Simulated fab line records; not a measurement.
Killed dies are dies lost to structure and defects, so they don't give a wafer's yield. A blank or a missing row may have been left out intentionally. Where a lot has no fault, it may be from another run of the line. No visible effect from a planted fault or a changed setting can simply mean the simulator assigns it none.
Which tool was responsible? || flow sky130 || Sampling: 14 lots, 42 wafers, 4 of 708 route steps

WHAT EACH GAUGE READ, for each wafer
SKY_FIELD_ISO_CD_MEAS_13: target cd 150 nm. Usual: cdNm 149.9 nm, standard deviation 1.6.
{"lot": "L338", "measured": "day 2 04:53", "on": "cdSem-02", "cdNm (nm)": "148.4 148.9 149.7", "flag": ""}
{"lot": "L339", "measured": "day 2 10:11", "on": "cdSem-01", "cdNm (nm)": "146.2 144.8 145.1", "flag": ""}
{"lot": "L340", "measured": "day 2 17:53", "on": "cdSem-02", "cdNm (nm)": "148.3 148.7 148.8", "flag": ""}
{"lot": "L341", "measured": "day 2 20:08", "on": "cdSem-02", "cdNm (nm)": "150.2 151.0 151.2", "flag": ""}
{"lot": "L342", "measured": "day 3 01:43", "on": "cdSem-01", "cdNm (nm)": "149.0 149.9 149.1", "flag": ""}
{"lot": "L343", "measured": "day 3 07:10", "on": "cdSem-02", "cdNm (nm)": "149.5 150.8 150.4", "flag": ""}
{"lot": "L344", "measured": "day 3 13:15", "on": "cdSem-01", "cdNm (nm)": "152.4 151.3 152.7", "flag": ""}
{"lot": "L348", "measured": "day 4 08:02", "on": "cdSem-02", "cdNm (nm)": "151.6 152.9 153.0", "flag": ""}
{"lot": "L350", "measured": "day 4 20:07", "on": "cdSem-01", "cdNm (nm)": "151.4 149.3 149.2", "flag": ""}
{"lot": "L353", "measured": "day 5 14:34", "on": "cdSem-01", "cdNm (nm)": "150.7 150.5 151.2", "flag": ""}
{"lot": "L354", "measured": "day 5 16:46", "on": "cdSem-02", "cdNm (nm)": "148.9 148.0 148.0", "flag": ""}
{"lot": "L355", "measured": "day 5 23:37", "on": "cdSem-01", "cdNm (nm)": "148.6 148.4 147.9", "flag": ""}
{"lot": "L358", "measured": "day 6 12:05", "on": "cdSem-01", "cdNm (nm)": "150.9 150.0 150.6", "flag": ""}
{"lot": "L360", "measured": "day 7 00:02", "on": "cdSem-02", "cdNm (nm)": "149.5 149.2 150.7", "flag": ""}

SKY_NWELL_TW_MEAS_26. Usual: NWELL_2_TW 496, standard deviation 6.1.
{"lot": "L338", "measured": "day 5 06:43", "on": "filmMetro-01", "NWELL_2_TW": "487 491 490", "flag": ""}
{"lot": "L339", "measured": "day 5 13:49", "on": "filmMetro-02", "NWELL_2_TW": "500 502 500", "flag": ""}
{"lot": "L340", "measured": "day 5 20:31", "on": "filmMetro-03", "NWELL_2_TW": "505 506 507", "flag": ""}
{"lot": "L341", "measured": "day 6 01:04", "on": "filmMetro-02", "NWELL_2_TW": "498 500 504", "flag": ""}
{"lot": "L342", "measured": "day 6 07:34", "on": "filmMetro-02", "NWELL_2_TW": "503 500 500", "flag": ""}
{"lot": "L343", "measured": "day 6 11:51", "on": "filmMetro-01", "NWELL_2_TW": "485 485 487", "flag": ""}
{"lot": "L344", "measured": "day 6 22:11", "on": "filmMetro-03", "NWELL_2_TW": "506 503 503", "flag": ""}
{"lot": "L348", "measured": "day 8 01:13", "on": "filmMetro-03", "NWELL_2_TW": "501 502 506", "flag": ""}
{"lot": "L350", "measured": "day 8 21:46", "on": "filmMetro-03", "NWELL_2_TW": "506 505 504", "flag": ""}
{"lot": "L353", "measured": "day 9 03:50", "on": "filmMetro-01", "NWELL_2_TW": "487 489 489", "flag": ""}
{"lot": "L354", "measured": "day 9 10:01", "on": "filmMetro-01", "NWELL_2_TW": "489 487 489", "flag": ""}
{"lot": "L355", "measured": "day 9 18:25", "on": "filmMetro-03", "NWELL_2_TW": "502 499 503", "flag": ""}
{"lot": "L358", "measured": "day 10 08:01", "on": "filmMetro-02", "NWELL_2_TW": "499 503 502", "flag": ""}
{"lot": "L360", "measured": "day 10 20:38", "on": "filmMetro-02", "NWELL_2_TW": "498 499 498", "flag": ""}

SKY_SONOS_ONO_CD_MEAS_13: target cd 410 nm. Usual: cdNm 410.8 nm, standard deviation 2.3.
{"lot": "L338", "measured": "day 12 14:19", "on": "cdSem-02", "cdNm (nm)": "411.1 413.0 409.2", "flag": ""}
{"lot": "L339", "measured": "day 12 22:10", "on": "cdSem-01", "cdNm (nm)": "409.4 409.9 408.6", "flag": ""}
{"lot": "L340", "measured": "day 13 13:06", "on": "cdSem-02", "cdNm (nm)": "415.9 413.3 414.5", "flag": ""}
{"lot": "L341", "measured": "day 13 19:52", "on": "cdSem-02", "cdNm (nm)": "411.2 408.6 408.9", "flag": ""}
{"lot": "L342", "measured": "day 13 21:46", "on": "cdSem-02", "cdNm (nm)": "411.7 410.1 413.4", "flag": ""}
{"lot": "L343", "measured": "day 14 06:22", "on": "cdSem-01", "cdNm (nm)": "409.4 410.8 408.9", "flag": ""}
{"lot": "L344", "measured": "day 14 20:27", "on": "cdSem-01", "cdNm (nm)": "407.7 409.1 409.9", "flag": ""}
{"lot": "L348", "measured": "day 16 09:58", "on": "cdSem-01", "cdNm (nm)": "414.7 412.3 413.5", "flag": ""}
{"lot": "L350", "measured": "day 17 10:13", "on": "cdSem-01", "cdNm (nm)": "412.3 415.8 414.4", "flag": ""}
{"lot": "L353", "measured": "day 17 22:04", "on": "cdSem-02", "cdNm (nm)": "415.2 416.6 415.1", "flag": ""}
{"lot": "L354", "measured": "day 18 03:43", "on": "cdSem-02", "cdNm (nm)": "411.0 409.2 412.0", "flag": ""}
{"lot": "L355", "measured": "day 18 13:38", "on": "cdSem-02", "cdNm (nm)": "408.7 407.8 409.6", "flag": ""}
{"lot": "L358", "measured": "day 19 12:38", "on": "cdSem-02", "cdNm (nm)": "409.3 411.1 410.9", "flag": ""}
{"lot": "L360", "measured": "day 20 04:02", "on": "cdSem-01", "cdNm (nm)": "411.8 412.5 411.4", "flag": ""}

TOOL THAT RAN EACH LOT (tool first, then ch and the chambers of the sampled wafers, then the start)
{"lot": "L338", "SKY_VT_ADJUST_HVTR_IMPLANT_09": "implanter-03 ch 0, day 9 10:13"}
{"lot": "L339", "SKY_VT_ADJUST_HVTR_IMPLANT_09": "implanter-02 ch 0, day 9 18:35"}
{"lot": "L340", "SKY_VT_ADJUST_HVTR_IMPLANT_09": "implanter-02 ch 0, day 10 04:58"}
{"lot": "L341", "SKY_VT_ADJUST_HVTR_IMPLANT_09": "implanter-02 ch 0, day 10 09:22"}
{"lot": "L342", "SKY_VT_ADJUST_HVTR_IMPLANT_09": "implanter-03 ch 0, day 10 16:08"}
{"lot": "L343", "SKY_VT_ADJUST_HVTR_IMPLANT_09": "implanter-02 ch 0, day 10 22:23"}
{"lot": "L344", "SKY_VT_ADJUST_HVTR_IMPLANT_09": "implanter-02 ch 0, day 11 11:05"}
{"lot": "L348", "SKY_VT_ADJUST_HVTR_IMPLANT_09": "implanter-04 ch 0, day 12 18:47"}
{"lot": "L350", "SKY_VT_ADJUST_HVTR_IMPLANT_09": "implanter-02 ch 0, day 13 18:07"}
{"lot": "L353", "SKY_VT_ADJUST_HVTR_IMPLANT_09": "implanter-02 ch 0, day 14 03:46"}
{"lot": "L354", "SKY_VT_ADJUST_HVTR_IMPLANT_09": "implanter-04 ch 0, day 14 11:07"}
{"lot": "L355", "SKY_VT_ADJUST_HVTR_IMPLANT_09": "implanter-04 ch 0, day 14 20:28"}
{"lot": "L358", "SKY_VT_ADJUST_HVTR_IMPLANT_09": "implanter-03 ch 0, day 15 13:27"}
{"lot": "L360", "SKY_VT_ADJUST_HVTR_IMPLANT_09": "implanter-04 ch 0, day 16 05:00"}
- SKY_VT_ADJUST_HVTR_IMPLANT_09

WHAT THE TOOLS THEMSELVES READ (means of the sampled wafers that have a number; where no wafer has one, the mark that the record gives instead)
SKY_VT_ADJUST_HVTR_IMPLANT_09. Usual: doseIonsCm2 2.1006e+12, standard deviation 2.2e+09; endStationPressureTorr 5.04e-06 Torr, standard deviation 2.5e-07.
{"lot": "L338", "tool": "implanter-03", "doseIonsCm2": 2.1020e+12, "endStationPressureTorr (Torr)": 4.89e-06, "flag": ""}
{"lot": "L339", "tool": "implanter-02", "doseIonsCm2": 2.1001e+12, "endStationPressureTorr (Torr)": 5.21e-06, "flag": ""}
{"lot": "L340", "tool": "implanter-02", "doseIonsCm2": 2.1000e+12, "endStationPressureTorr (Torr)": 5.12e-06, "flag": ""}
{"lot": "L341", "tool": "implanter-02", "doseIonsCm2": 2.0981e+12, "endStationPressureTorr (Torr)": 4.88e-06, "flag": ""}
{"lot": "L342", "tool": "implanter-03", "doseIonsCm2": 2.1018e+12, "endStationPressureTorr (Torr)": 5.12e-06, "flag": ""}
{"lot": "L343", "tool": "implanter-02", "doseIonsCm2": 2.0980e+12, "endStationPressureTorr (Torr)": 5.02e-06, "flag": ""}
{"lot": "L344", "tool": "implanter-02", "doseIonsCm2": 2.0993e+12, "endStationPressureTorr (Torr)": 5.22e-06, "flag": ""}
{"lot": "L348", "tool": "implanter-04", "doseIonsCm2": 2.0986e+12, "endStationPressureTorr (Torr)": 4.86e-06, "flag": ""}
{"lot": "L350", "tool": "implanter-02", "doseIonsCm2": 2.0704e+12, "endStationPressureTorr (Torr)": 5.04e-06, "flag": "OFF"}
{"lot": "L353", "tool": "implanter-02", "doseIonsCm2": 2.0696e+12, "endStationPressureTorr (Torr)": 4.95e-06, "flag": "OFF"}
{"lot": "L354", "tool": "implanter-04", "doseIonsCm2": 2.1011e+12, "endStationPressureTorr (Torr)": 5.15e-06, "flag": ""}
{"lot": "L355", "tool": "implanter-04", "doseIonsCm2": 2.1015e+12, "endStationPressureTorr (Torr)": 5.09e-06, "flag": ""}
{"lot": "L358", "tool": "implanter-03", "doseIonsCm2": 2.1006e+12, "endStationPressureTorr (Torr)": 5.16e-06, "flag": ""}
{"lot": "L360", "tool": "implanter-04", "doseIonsCm2": 2.0990e+12, "endStationPressureTorr (Torr)": 5.08e-06, "flag": ""}

THE ANSWER, worked out from the rows above alone
Rule: a lot counts as off when the mean over its wafers that have a number is more than 3 standard deviations away from the usual mean. A lot without any number at a reading at which 4 lots or more have one is off too. All remaining lots with rows at the step are treated as sound. First the gauges in route order, then the tools' own readings, where a lot's mean is used as printed above. At the first step where some lot is off, the reading lying furthest off is the one used; lots without a number count as furthest.
Off, at SKY_VT_ADJUST_HVTR_IMPLANT_09 on doseIonsCm2: L350, L353.
If a tool, at that step or one of the process steps before it, ran each lot that is off and ran no sound lot following the first of them, it fits. One fits: implanter-02 at SKY_VT_ADJUST_HVTR_IMPLANT_09. Its last sound lot is L344 (day 11 11:05), its first lot that is off L350 (day 13 18:07): a fault that began between those two fits.
On the lots that are off, the tool's own readings at SKY_VT_ADJUST_HVTR_IMPLANT_09 differ by more than 5 times the standard deviation of the sound lots' means, which bears it out; doseIonsCm2 reads 2.0700e+12 there versus 2.1000e+12 on the sound lots.

WHAT WAS PUT IN BY THE SIMULATOR
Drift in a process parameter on implanter-02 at SKY_VT_ADJUST_HVTR_IMPLANT_09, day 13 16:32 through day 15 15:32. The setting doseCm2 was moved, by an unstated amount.
Lots struck among those shown: L350, L353. The same result came from the rule above.
